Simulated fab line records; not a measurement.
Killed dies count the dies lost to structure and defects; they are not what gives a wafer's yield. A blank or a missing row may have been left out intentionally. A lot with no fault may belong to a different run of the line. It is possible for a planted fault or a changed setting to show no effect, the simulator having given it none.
Split-lot experiment | flow sky130 | on a route of 708 steps: 5 lots, 23 wafers read

== ON THE SPLIT ==
At SKY_METAL1_ETCH_18 (etches BARC in N2/H2, stops on SiO2, time 45.9 s, target depth 60 nm), the setting time_s was moved away from the recipe's 45.9 s on 4 of the 23 wafers read, by -13.6% to -10.7%. For the rest of the wafers, this setting stayed at what the recipe calls for.

The reading comes from the split's own step.

== THE READING ==
oes_product_au, in a.u., at SKY_METAL1_ETCH_18 (etches BARC in N2/H2, stops on SiO2, time 45.9 s, target depth 60 nm). Fault-free wafers of this fab line usually give 0.855 a.u., standard deviation 0.0046 a.u.

wafer  | tool, chamber at the split | time_s as run, s | against the recipe | oes_product_au, a.u. | against lot-mates on the recipe
L074.1 | rie_metal-03, 0            | 39.64            | -13.6%             | 0.926                | +0.074
L074.2 | rie_metal-03, 1            | 45.9             | recipe             | 0.860                | -
L074.3 | rie_metal-03, 0            | 45.9             | recipe             | 0.849                | -
L074.4 | rie_metal-03, 1            | 45.9             | recipe             | 0.846                | -
L074.6 | rie_metal-03, 1            | 39.64            | -13.6%             | 0.933                | +0.081
L077.1 | rie_metal-04, 0            | 45.9             | recipe             | 0.850                | -
L077.2 | rie_metal-04, 1            | 45.9             | recipe             | 0.855                | -
L077.4 | rie_metal-04, 0            | 45.9             | recipe             | 0.850                | -
L077.5 | rie_metal-04, 1            | 45.9             | recipe             | 0.857                | -
L077.6 | rie_metal-04, 0            | 45.9             | recipe             | 0.853                | -
L081.1 | rie_metal-02, 1            | 45.9             | recipe             | 0.850                | -
L081.2 | rie_metal-02, 0            | 45.9             | recipe             | 0.860                | -
L081.3 | rie_metal-02, 1            | 40.97            | -10.7%             | 0.922                | +0.068
L081.4 | rie_metal-02, 0            | 40.97            | -10.7%             | 0.915                | +0.061
L081.5 | rie_metal-02, 1            | 45.9             | recipe             | 0.853                | -
L084.2 | rie_metal-03, 0            | 45.9             | recipe             | 0.847                | -
L084.3 | rie_metal-03, 1            | 45.9             | recipe             | 0.858                | -
L084.4 | rie_metal-03, 0            | 45.9             | recipe             | 0.852                | -
L084.5 | rie_metal-03, 0            | 45.9             | recipe             | 0.850                | -
L084.6 | rie_metal-03, 1            | 45.9             | recipe             | 0.858                | -
L085.1 | rie_metal-02, 0            | 45.9             | recipe             | 0.853                | -
L085.3 | rie_metal-02, 0            | 45.9             | recipe             | 0.859                | -
L085.6 | rie_metal-02, 1            | 45.9             | recipe             | 0.861                | -

FIT RESULTS
A straight line over all 23 wafers: oes_product_au changes by -0.00573 a.u. for each +1% of time_s; r = -0.99; the points scatter about the line by 0.0048 a.u.
The same after taking each lot's own level away (the mean of its wafers on the recipe; 23 wafers): -0.00581 a.u. for each +1%; r = -0.99; scatter 0.0043 a.u.
On that fit, the largest move of time_s shifts the reading by 0.079 a.u.
From 0.8517 to 0.8577 a.u.: that is the span of the lots' own levels, equal to 1.3 times the standard deviation above.
Hence the lot-to-lot level has little effect on the slope; both slopes agree.
Check: +0.0814 a.u. against its lot-mates is what the line predicts for one of the wafers moved furthest among these (-13.6%) when that wafer is left out of the fit. It came out at +0.0743 a.u. against them.
Tool readings at the split's step, against how far the setting was moved: oes_product_au r = -0.99.

== THE OTHER SPLITS THESE WAFERS WENT THROUGH ==
Before the reading, these wafers also passed through other splits. Each is held against what the fit with the lots' levels taken away leaves over:
other split on the same wafers   | wafers away from the commonest value | r with oes_product_au (lot level and that fit taken away)
SKY_CONTACT_HDPCVD_02 time_s     | 8                                    | +0.14
SKY_CONTACT_CVD_24 pressure_torr | 15                                   | -0.08
SKY_METAL1_SPUTTER_03 time_s     | 7                                    | -0.15

== THE WHOLE CHAIN: every reading that the file lists as answering this split, in the file's order ==
step               | what it does                                                         | reading                                                                             | change (the file's fit)                   | r (the file's)
SKY_METAL1_ETCH_18 | etches BARC in N2/H2, stops on SiO2, time 45.9 s, target depth 60 nm | oes_product_au                                                                      | -0.00583 a.u. for each +1% of the setting | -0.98
SKY_METAL1_ETCH_18 | etches BARC in N2/H2, stops on SiO2, time 45.9 s, target depth 60 nm | KrF-thick_of_METAL1_COAT_10.thk_nm (the simulator's own value, which no gauge read) | -0.395 nm for each +1% of the setting     | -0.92

== THE FILE'S OWN FIT ==
oes_product_au changes by -0.00583 a.u. for each +1% of time_s, r = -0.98.
